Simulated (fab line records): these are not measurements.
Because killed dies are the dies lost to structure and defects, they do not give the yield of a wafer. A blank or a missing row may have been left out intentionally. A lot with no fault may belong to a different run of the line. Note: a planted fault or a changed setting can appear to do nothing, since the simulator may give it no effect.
fab line records    flow sky130    part 1 of 2: steps 1 to 27 of 40
record: lots: 5  wafers: 15  lastDay: 50
route steps=708 shown VIA2@524 METAL3@532 CAPM@537
lots with no fault: from the same line, run without faults
startH: start of the lot's first displayed wafer, in hours after the record's first day    waitH: how many hours have passed since the lot's step before this one    " identical to the entry in the row above    L1.1+2: a row that stands for several wafers    - no value present, or no start provided    * or withheld: withheld    < > ~ a bound
route shown NAME@n: a module of which the file shows steps, and the number in the route of the first    usual: mean/standard deviation taken from wafers without a fault    same: alike in all rows    chamber/n: place in a boat    sites: the reading at each site    _std_site: the standard deviation of these    _edge_site: mean of outer sites minus mean of inner sites    radiusMm: how far each site lies from the wafer's centre    mask NAME#n: copy n    behind: the last tool/chamber to shape the wafer    hold: why the lot went on hold/how many hours it stayed there/how the hold came to an end    device: the transistor (n, p or np) that didn't switch    end of line: the tests these same wafers got at the end of their route    a step with no rows: only its recipe    killed: count of dies lost to structure and defects at first sort (not the wafer's yield)    map: per-die view of a wafer (x killed, . not killed, _ where there is no die)
set.NAME: the setting the step ran with; set.NAME@STEP: the setting that earlier step ran with    model.NAME: the simulator's own value behind a step, which no gauge read
a table for each step, a row for each wafer; lots at some steps of the route
services: the hour from which a tool's chamber was out of use, counted from the record's first day as startH (under 0 if before that day), plus the number of hours and why
== steps ==
step: SKY_VIA2_STRIP_17
recipe: chemistry: postEtchResidueRemover  timeS: 1200  tempC: 72.5
lot.wafer   tool         chamber  startH  waitH
L084.2+3+5  wetBench-01  3        934.22  0.1
L086.1+2+4  wetBench-04  2        945.32  0.1
L089.3+4+6  wetBench-04  1        970.80  0.0
L092.2+5+6  wetBench-01  1        978.60  0.1
L094.2+3+4  wetBench-03  3        996.72  0.1
step: SKY_VIA2_CLEAN_18
recipe: chemistry: IPA  timeS: 180  tempC: 25
lot.wafer   tool         chamber  startH  waitH
L084.2+3+5  wetBench-04  0        934.59  0.0
L086.1+2+4  wetBench-03  3        945.69  0.0
L089.3+4+6  wetBench-01  3        971.17  0.0
L092.2+5+6  wetBench-04  1        978.94  0.0
L094.2+3+4  wetBench-04  3        997.06  0.0
step: SKY_VIA2_CLEAN_19
recipe: chemistry: O3/DIW  dry: n2Spin
lot.wafer   tool         chamber  startH  waitH
L084.2+3+5  wetBench-03  3        934.65  0.0
L086.1+2+4  wetBench-04  3        945.76  0.0
L089.3+4+6  wetBench-03  2        971.28  0.0
L092.2+5+6  wetBench-03  3        979.00  0.0
L094.2+3+4  wetBench-01  3        997.13  0.0
step: SKY_VIA2_SPUTTER_20
recipe: material: TiN  targetThkNm: 20  chamberPressurePa: 5  powerW: 4000  timeS: 80
usual: throttleValvePct: 30.4/0.83
lot.wafer  tool           chamber  startH  waitH  throttleValvePct
L084.2     pvdSputter-02  -        934.74  0.0    29.7
L084.3     "              -        "       "      30.4
L084.5     "              -        "       "      30.9
L086.1     pvdSputter-02  -        945.86  0.0    29.8
L086.2     "              -        "       "      31.2
L086.4     "              -        "       "      30.3
L089.3     pvdSputter-03  -        971.38  0.0    31.4
L089.4     "              -        "       "      29.9
L089.6     "              -        "       "      31.4
L092.2     pvdSputter-02  -        979.09  0.0    30.7
L092.5     "              -        "       "      31.4
L092.6     "              -        "       "      28.7
L094.2     pvdSputter-03  -        997.23  0.0    31.5
L094.3     "              -        "       "      30.7
L094.4     "              -        "       "      31.5
step: SKY_VIA2_CVD_21
recipe: material: W  targetThkNm: 420  timeS: 126.4  tempC: 400  pressureTorr: 40
usual: heaterPowerW: 901/27
lot.wafer  tool     chamber  startH  waitH  heaterPowerW
L084.2     cvdW-01  1        934.80  0.0    899
L084.3     "        1        "       "      890
L084.5     "        0        "       "      906
L086.1     cvdW-01  1        945.92  0.0    895
L086.2     "        0        "       "      922
L086.4     "        0        "       "      922
L089.3     cvdW-02  1        971.49  0.1    923
L089.4     "        0        "       "      882
L089.6     "        1        "       "      914
L092.2     cvdW-02  0        979.15  0.0    882
L092.5     "        0        "       "      915
L092.6     "        1        "       "      922
L094.2     cvdW-02  0        997.29  0.0    877
L094.3     "        0        "       "      894
L094.4     "        1        "       "      915
step: SKY_VIA2_RS_MEAS_22
recipe: thkMeasGauge: four-point-probe  reads: W_of_VIA2_CVD_21+TiN_of_VIA2_SPUTTER_20
usual: VIA2_W_RS: 0.2739/0.0028
lot.wafer  tool          chamber  startH  waitH  VIA2_W_RS[ohm/sq]
L084.2     filmMetro-03  -        934.95  0.1    0.2762
L084.3     "             -        "       "      0.2718
L084.5     "             -        "       "      0.2738
L086.1     filmMetro-01  -        946.05  0.1    0.2714
L086.2     "             -        "       "      0.2747
L086.4     "             -        "       "      0.2716
L089.3     filmMetro-03  -        971.62  0.1    0.2745
L089.4     "             -        "       "      0.2696
L089.6     "             -        "       "      0.2748
L092.2     filmMetro-02  -        979.30  0.1    0.2741
L092.5     "             -        "       "      0.2734
L092.6     "             -        "       "      0.2810
L094.2     filmMetro-02  -        997.44  0.1    0.2688
L094.3     "             -        "       "      0.2694
L094.4     "             -        "       "      0.2750
step: SKY_VIA2_THK_MEAS_23
recipe: thkMeasGauge: xrf  reads: W_of_VIA2_CVD_21
usual: VIA2_W_THK: 422/8.7
lot.wafer  tool          chamber  startH  waitH  VIA2_W_THK[nm]
L084.2     filmMetro-03  -        935.06  0.1    416
L084.3     "             -        "       "      420
L084.5     "             -        "       "      417
L086.1     filmMetro-01  -        946.17  0.1    437
L086.2     "             -        "       "      432
L086.4     "             -        "       "      438
L089.3     filmMetro-03  -        971.72  0.1    415
L089.4     "             -        "       "      423
L089.6     "             -        "       "      417
L092.2     filmMetro-02  -        979.41  0.1    420
L092.5     "             -        "       "      419
L092.6     "             -        "       "      409
L094.2     filmMetro-02  -        997.55  0.1    425
L094.3     "             -        "       "      423
L094.4     "             -        "       "      419
step: SKY_VIA2_CMP_24
recipe: stopOn: SiO2  tOverpolishS: 20  downForcePsi: 3.5  platenRpm: 60  targetThkNm: 0  padVelocityMS: 0.94248
usual: headPressurePsi: 3.500/0.0072  motorCurrentA: 10.5/0.86  overpolishRunS: 20.000/0.009  timeToEndpointS: 102/3.6
lot.wafer  tool    chamber  startH  waitH  headPressurePsi  motorCurrentA  overpolishRunS  timeToEndpointS
L084.2     cmp-01  1        935.11  0.0    3.494            9.5            20.003          105
L084.3     "       0        "       "      3.506            11.4           20.011          102
L084.5     "       2        "       "      3.492            11.0           19.994          102
L086.2     cmp-02  0        946.23  0.0    3.504            10.7           19.997          99
L086.4     "       1        "       "      3.499            10.4           19.994          99
L086.1     "       3        "       "      3.505            10.4           19.999          96
L089.3     cmp-02  1        971.76  0.0    3.504            10.5           19.993          101
L089.4     "       0        "       "      3.510            11.2           20.011          101
L089.6     "       2        "       "      3.494            10.5           20.010          103
L092.2     cmp-01  2        980.28  0.9    3.509            10.7           20.002          97
L092.6     "       3        "       "      3.500            8.9            20.013          99
L092.5     "       0        "       "      3.499            11.9           20.001          103
L094.3     cmp-01  3        997.65  0.1    3.502            8.6            20.007          104
L094.4     "       0        "       "      3.496            11.7           20.009          98
L094.2     "       1        "       "      3.494            9.1            19.987          102
step: SKY_METAL3_SPUTTER_00
recipe: material: Ti  targetThkNm: 15  powerW: 2934  timeS: 10  chamberPressurePa: 0.4
usual: throttleValvePct: 30.5/0.75
lot.wafer  tool           chamber  startH  waitH  throttleValvePct
L084.2     pvdSputter-01  -        935.41  0.2    30.0
L084.3     "              -        "       "      30.2
L084.5     "              -        "       "      29.8
L086.1     pvdSputter-03  -        946.53  0.1    31.3
L086.2     "              -        "       "      29.9
L086.4     "              -        "       "      31.5
L089.3     pvdSputter-02  -        972.06  0.2    31.1
L089.4     "              -        "       "      30.2
L089.6     "              -        "       "      31.0
L092.2     pvdSputter-03  -        980.43  0.1    31.2
L092.5     "              -        "       "      31.1
L092.6     "              -        "       "      30.9
L094.2     pvdSputter-01  -        997.90  0.1    29.9
L094.3     "              -        "       "      30.0
L094.4     "              -        "       "      30.4
step: SKY_METAL3_SPUTTER_01
recipe: material: TiN  targetThkNm: 20  powerW: 6500  timeS: 16.7  chamberPressurePa: 0.4
usual: throttleValvePct: 30.5/0.76
lot.wafer  tool           chamber  startH  waitH  throttleValvePct
L084.2     pvdSputter-01  -        935.44  0.0    29.8
L084.3     "              -        "       "      30.1
L084.5     "              -        "       "      30.0
L086.1     pvdSputter-03  -        946.55  0.0    31.3
L086.2     "              -        "       "      29.6
L086.4     "              -        "       "      31.4
L089.3     pvdSputter-02  -        972.08  0.0    31.2
L089.4     "              -        "       "      29.8
L089.6     "              -        "       "      31.3
L092.2     pvdSputter-03  -        980.45  0.0    31.3
L092.5     "              -        "       "      31.2
L092.6     "              -        "       "      30.6
L094.2     pvdSputter-01  -        997.92  0.0    29.9
L094.3     "              -        "       "      30.0
L094.4     "              -        "       "      30.4
step: SKY_METAL3_SPUTTER_02
recipe: material: AlCu  targetThkNm: 735  powerW: 10600  timeS: 39.1  chamberPressurePa: 0.4
usual: throttleValvePct: 30.5/0.74
lot.wafer  tool           chamber  startH  waitH  throttleValvePct
L084.2     pvdSputter-01  -        935.46  0.0    30.1
L084.3     "              -        "       "      30.1
L084.5     "              -        "       "      29.8
L086.1     pvdSputter-03  -        946.58  0.0    31.0
L086.2     "              -        "       "      30.0
L086.4     "              -        "       "      31.3
L089.3     pvdSputter-02  -        972.10  0.0    31.0
L089.4     "              -        "       "      29.8
L089.6     "              -        "       "      31.3
L092.2     pvdSputter-03  -        980.48  0.0    31.2
L092.5     "              -        "       "      31.4
L092.6     "              -        "       "      30.8
L094.2     pvdSputter-01  -        997.95  0.0    30.1
L094.3     "              -        "       "      30.0
L094.4     "              -        "       "      30.6
step: SKY_METAL3_SPUTTER_03
recipe: material: Ti  targetThkNm: 5  powerW: 3000  timeS: 3.3  chamberPressurePa: 0.4
usual: throttleValvePct: 30.5/0.73
lot.wafer  tool           chamber  startH  waitH  throttleValvePct
L084.2     pvdSputter-01  -        935.50  0.0    29.6
L084.3     "              -        "       "      30.0
L084.5     "              -        "       "      29.9
L086.1     pvdSputter-03  -        946.61  0.0    30.9
L086.2     "              -        "       "      29.9
L086.4     "              -        "       "      31.5
L089.3     pvdSputter-02  -        972.14  0.0    31.0
L089.4     "              -        "       "      30.0
L089.6     "              -        "       "      31.1
L092.2     pvdSputter-03  -        980.52  0.0    31.4
L092.5     "              -        "       "      31.3
L092.6     "              -        "       "      30.6
L094.2     pvdSputter-01  -        997.98  0.0    30.1
L094.3     "              -        "       "      30.0
L094.4     "              -        "       "      30.4
step: SKY_METAL3_SPUTTER_04
recipe: material: TiN  targetThkNm: 70  powerW: 6500  timeS: 58.3  chamberPressurePa: 0.4
usual: throttleValvePct: 30.5/0.76
lot.wafer  tool           chamber  startH  waitH  throttleValvePct
L084.2     pvdSputter-01  -        935.52  0.0    29.9
L084.3     "              -        "       "      29.9
L084.5     "              -        "       "      30.0
L086.1     pvdSputter-03  -        946.63  0.0    31.1
L086.2     "              -        "       "      29.8
L086.4     "              -        "       "      31.5
L089.3     pvdSputter-02  -        972.16  0.0    31.0
L089.4     "              -        "       "      29.8
L089.6     "              -        "       "      31.0
L092.2     pvdSputter-03  -        980.53  0.0    31.3
L092.5     "              -        "       "      31.0
L092.6     "              -        "       "      31.0
L094.2     pvdSputter-01  -        998.00  0.0    29.9
L094.3     "              -        "       "      29.8
L094.4     "              -        "       "      30.6
step: SKY_CAPM_CVD_00
recipe: material: SiO2  targetThkNm: 15.5  tempC: 400  timeS: withheld  rfW: 450
usual: heaterPowerW: 724/94
lot.wafer  tool      chamber  startH  waitH  heaterPowerW
L084.2     pecvd-01  0        935.57  0.0    632
L084.3     "         1        "       "      790
L084.5     "         1        "       "      806
L086.1     pecvd-01  1        946.68  0.0    878
L086.2     "         0        "       "      665
L086.4     "         0        "       "      665
L089.3     pecvd-02  1        972.21  0.0    806
L089.4     "         2        "       "      621
L089.6     "         0        "       "      701
L092.2     pecvd-01  1        980.58  0.0    902
L092.5     "         0        "       "      764
L092.6     "         2        "       "      706
L094.2     pecvd-04  1        998.05  0.0    763
L094.3     "         2        "       "      654
L094.4     "         2        "       "      652
step: SKY_CAPM_THK_MEAS_01
recipe: reads: SiO2_of_CAPM_CVD_00
usual: CAPM_CVD_00_THK: 15.54/0.21
lot.wafer  tool          chamber  startH  waitH  CAPM_CVD_00_THK[nm]
L084.2     filmMetro-02  -        935.60  -      15.11
L084.3     "             -        "       "      15.50
L084.5     "             -        "       "      15.60
L086.1     filmMetro-02  -        946.70  -      15.25
L086.2     "             -        "       "      15.44
L086.4     "             -        "       "      15.77
L089.3     filmMetro-01  -        972.25  -      15.40
L089.4     "             -        "       "      15.96
L089.6     "             -        "       "      15.59
L092.2     filmMetro-02  -        980.62  -      15.54
L092.5     "             -        "       "      15.41
L092.6     "             -        "       "      15.42
L094.2     filmMetro-04  -        998.08  -      15.29
L094.3     "             -        "       "      15.28
L094.4     "             -        "       "      15.58
step: SKY_CAPM_SPUTTER_02
recipe: material: TiN  targetThkNm: 200  tempC: 300  powerW: 6500  timeS: 166.7  chamberPressurePa: 0.4
usual: throttleValvePct: 30.2/0.7
lot.wafer  tool           chamber  startH  waitH  throttleValvePct
L084.2     pvdSputter-04  -        935.65  0.0    30.1
L084.3     "              -        "       "      31.3
L084.5     "              -        "       "      29.7
L086.1     pvdSputter-01  -        946.76  0.1    30.6
L086.2     "              -        "       "      29.9
L086.4     "              -        "       "      30.5
L089.3     pvdSputter-01  -        972.29  0.0    29.8
L089.4     "              -        "       "      30.8
L089.6     "              -        "       "      30.3
L092.2     pvdSputter-04  -        980.67  0.0    30.0
L092.5     "              -        "       "      29.7
L092.6     "              -        "       "      30.2
L094.2     pvdSputter-02  -        998.13  0.0    28.4
L094.3     "              -        "       "      31.3
L094.4     "              -        "       "      30.9
step: SKY_CAPM_RS_MEAS_03
recipe: thkMeasGauge: four-point-probe  reads: TiN_of_CAPM_SPUTTER_02
usual: CAPM_TIN_RS: 6.90/0.059
lot.wafer  tool          chamber  startH  waitH  CAPM_TIN_RS[ohm/sq]
L084.2     filmMetro-04  -        935.78  0.1    6.85
L084.3     "             -        "       "      6.80
L084.5     "             -        "       "      6.86
L086.1     filmMetro-01  -        946.87  0.1    6.99
L086.2     "             -        "       "      6.88
L086.4     "             -        "       "      6.90
L089.3     filmMetro-04  -        972.44  0.1    6.87
L089.4     "             -        "       "      6.93
L089.6     "             -        "       "      6.92
L092.2     filmMetro-04  -        980.79  0.1    6.88
L092.5     "             -        "       "      6.90
L092.6     "             -        "       "      6.91
L094.2     filmMetro-01  -        998.26  0.1    6.93
L094.3     "             -        "       "      6.88
L094.4     "             -        "       "      6.87
step: SKY_CAPM_THK_MEAS_04
recipe: thkMeasGauge: xrf  reads: TiN_of_CAPM_SPUTTER_02
usual: CAPM_TIN_THK: 202.3/1.9
lot.wafer  tool          chamber  startH  waitH  CAPM_TIN_THK[nm]
L084.2     filmMetro-04  -        935.89  0.1    202.7
L084.3     "             -        "       "      203.7
L084.5     "             -        "       "      201.9
L086.1     filmMetro-01  -        946.99  0.1    200.4
L086.2     "             -        "       "      203.4
L086.4     "             -        "       "      202.4
L089.3     filmMetro-04  -        972.54  0.1    201.3
L089.4     "             -        "       "      199.6
L089.6     "             -        "       "      199.6
L092.2     filmMetro-04  -        980.90  0.1    200.8
L092.5     "             -        "       "      200.9
L092.6     "             -        "       "      199.7
L094.2     filmMetro-01  -        998.37  0.1    202.5
L094.3     "             -        "       "      202.8
L094.4     "             -        "       "      203.9
step: SKY_CAPM_DEHYDRATE_05
recipe: tempC: 200  timeS: 60
usual: plateTempC: 200.02/0.16
lot.wafer  tool           chamber  startH   waitH  plateTempC
L084.2     lithoTrack-02  0        947.62   11.7   199.95
L084.3     "              0        "        "      200.14
L084.5     "              0        "        "      200.21
L086.1     lithoTrack-04  0        958.09   11.1   200.12
L086.2     "              0        "        "      199.92
L086.4     "              0        "        "      199.91
L089.3     lithoTrack-04  0        983.29   10.7   199.96
L089.4     "              0        "        "      200.06
L089.6     "              0        "        "      200.10
L092.2     lithoTrack-04  0        992.56   11.6   200.12
L092.5     "              0        "        "      200.04
L092.6     "              0        "        "      199.88
L094.2     lithoTrack-02  0        1008.57  10.2   199.67
L094.3     "              0        "        "      199.81
L094.4     "              0        "        "      200.06
step: SKY_CAPM_HMDS_06
recipe: primeTimeS: 60  primeTempC: 120
lot.wafer   tool           chamber  startH   waitH
L084.2+3+5  lithoTrack-02  0        947.77   0.1
L086.1+2+4  lithoTrack-04  0        958.24   0.1
L089.3+4+6  lithoTrack-04  0        983.44   0.1
L092.2+5+6  lithoTrack-04  0        992.71   0.1
L094.2+3+4  lithoTrack-02  0        1008.72  0.1
step: SKY_CAPM_COAT_07
recipe: resist: NOVOLAK  spinRpm: 3000  resistThkNm: 1140
lot.wafer   tool           chamber  startH   waitH
L084.2+3+5  lithoTrack-02  0        947.92   0.1
L086.1+2+4  lithoTrack-04  0        958.39   0.1
L089.3+4+6  lithoTrack-04  0        983.59   0.1
L092.2+5+6  lithoTrack-04  0        992.86   0.1
L094.2+3+4  lithoTrack-02  0        1008.87  0.1
step: SKY_CAPM_SOFTBAKE_08
recipe: tempC: 90  timeS: 60  resist: NOVOLAK
usual: plateTempC: 90.01/0.12
lot.wafer  tool           chamber  startH   waitH  plateTempC
L084.2     lithoTrack-02  0        948.07   0.1    89.88
L084.3     "              0        "        "      90.16
L084.5     "              0        "        "      90.11
L086.1     lithoTrack-04  0        958.54   0.1    90.00
L086.2     "              0        "        "      90.11
L086.4     "              0        "        "      90.03
L089.3     lithoTrack-04  0        983.74   0.1    90.01
L089.4     "              0        "        "      89.98
L089.6     "              0        "        "      90.02
L092.2     lithoTrack-04  0        993.01   0.1    90.09
L092.5     "              0        "        "      89.82
L092.6     "              0        "        "      90.03
L094.2     lithoTrack-02  0        1009.02  0.1    89.99
L094.3     "              0        "        "      90.14
L094.4     "              0        "        "      89.98
step: SKY_CAPM_EXPOSE_09
recipe: maskId: CAPM  na: 0.6  sourceShape: conventional  sigmaOuter: 0.6  polarization: unpolarized  targetCdNm: 1000  doseMj: 159
usual: reticleTempC: 22.99/0.1
lot.wafer  tool             chamber  startH  waitH  mask    reticleTempC
L084.2     ilineStepper-02  0        -       -      CAPM#0  22.83
L084.3     "                0        "       "      CAPM#0  22.76
L084.5     "                0        "       "      CAPM#0  22.95
L086.1     ilineStepper-01  0        -       -      CAPM#0  23.14
L086.2     "                0        "       "      CAPM#0  23.04
L086.4     "                0        "       "      CAPM#0  22.98
L089.3     ilineStepper-02  0        -       -      CAPM#0  23.05
L089.4     "                0        "       "      CAPM#0  22.98
L089.6     "                0        "       "      CAPM#0  23.14
L092.2     ilineStepper-01  0        -       -      CAPM#0  23.21
L092.5     "                0        "       "      CAPM#0  23.08
L092.6     "                0        "       "      CAPM#0  23.10
L094.2     ilineStepper-01  0        -       -      CAPM#0  22.83
L094.3     "                0        "       "      CAPM#0  23.09
L094.4     "                0        "       "      CAPM#0  22.90
step: SKY_CAPM_PEB_10
recipe: tempC: withheld  timeS: *  resist: NOVOLAK
lot.wafer   tool           chamber  startH  waitH
L084.2+3+5  lithoTrack-04  0        -       -
L086.1+2+4  lithoTrack-04  0        -       -
L089.3+4+6  lithoTrack-04  0        -       -
L092.2+5+6  lithoTrack-02  0        -       -
L094.2+3+4  lithoTrack-02  0        -       -
step: SKY_CAPM_DEVELOP_11
recipe: resist: NOVOLAK  developer: TMAH  developTimeS: 60  devTempC: 23
usual: developerTempC: 22.98/0.093
lot.wafer  tool           chamber  startH   waitH  developerTempC
L084.2     lithoTrack-04  0        959.46   0.1    23.02
L084.3     "              0        "        "      22.85
L084.5     "              0        "        "      22.99
L086.1     lithoTrack-04  0        970.64   0.1    23.02
L086.2     "              0        "        "      22.95
L086.4     "              0        "        "      22.96
L089.3     lithoTrack-04  0        995.34   0.1    23.07
L089.4     "              0        "        "      23.06
L089.6     "              0        "        "      22.93
L092.2     lithoTrack-02  0        1003.62  0.1    22.83
L092.5     "              0        "        "      22.89
L092.6     "              0        "        "      23.11
L094.2     lithoTrack-02  0        1020.92  0.1    22.99
L094.3     "              0        "        "      23.01
L094.4     "              0        "        "      22.99
step: SKY_CAPM_OVL_MEAS_12
usual: CAPM_OVL: -0.6/1.3
lot.wafer  tool        chamber  startH   waitH  CAPM_OVL[nm]
L084.2     overlay-01  -        959.59   0.1    -2.5
L084.3     "           -        "        "      -1.2
L084.5     "           -        "        "      -1.6
L086.1     overlay-02  -        970.79   0.1    0.5
L086.2     "           -        "        "      0.9
L086.4     "           -        "        "      1.1
L089.3     overlay-01  -        995.45   0.1    0.0
L089.4     "           -        "        "      0.4
L089.6     "           -        "        "      -0.8
L092.2     overlay-02  -        1003.75  0.1    -0.5
L092.5     "           -        "        "      0.0
L092.6     "           -        "        "      -1.0
L094.2     overlay-02  -        1021.05  0.1    -0.2
L094.3     "           -        "        "      -1.0
L094.4     "           -        "        "      -0.1
step: SKY_CAPM_METAL_ETCH_13
recipe: targetDepthNm: 220  stopOn: SiO2  chemistry: Cl2/BCl3  target: TiN  pressureMtorr: 10  icpW: 900  biasW: 48.5  Cl2_flow_sccm: 60  bcl3FlowSccm: 30  timeS: 62.9
usual: chamberPressureMTorr: 10.002/0.0082  drypumpMotorCurrentA: 5.2/0.49  oesProductAu: 0.943/0.006  throttleValvePct: 21.901/0.0095
lot.wafer  tool         chamber  startH   waitH  chamberPressureMTorr  drypumpMotorCurrentA  oesProductAu  rfHoursCounterH  throttleValvePct
L084.2     rieMetal-01  1        959.62   0.0    9.990                 4.7                   0.946         15               21.886
L084.3     "            1        "        "      10.006                4.7                   0.950         -                21.899
L084.5     "            0        "        "      10.011                5.0                   0.951         -                21.910
L086.1     rieMetal-03  1        970.82   0.0    10.002                5.2                   0.934         8                21.920
L086.2     "            0        "        "      10.005                6.1                   0.948         5                21.905
L086.4     "            0        "        "      9.990                 6.0                   0.947         -                21.893
L089.3     rieMetal-01  1        995.50   0.0    9.989                 4.7                   0.942         -                21.897
L089.4     "            0        "        "      9.998                 5.0                   0.942         -                21.908
L089.6     "            1        "        "      10.009                4.7                   0.943         -                21.912
L092.2     rieMetal-01  1        1003.78  0.0    10.019                4.7                   0.937         18               21.906
L092.5     "            1        "        "      10.012                4.7                   0.946         -                21.882
L092.6     "            0        "        "      9.994                 5.0                   0.937         -                21.892
L094.2     rieMetal-01  1        1021.08  0.0    10.005                4.7                   0.945         18               21.912
L094.3     "            1        "        "      10.001                4.7                   0.954         -                21.897
L094.4     "            0        "        "      10.019                5.0                   0.945         -                21.889
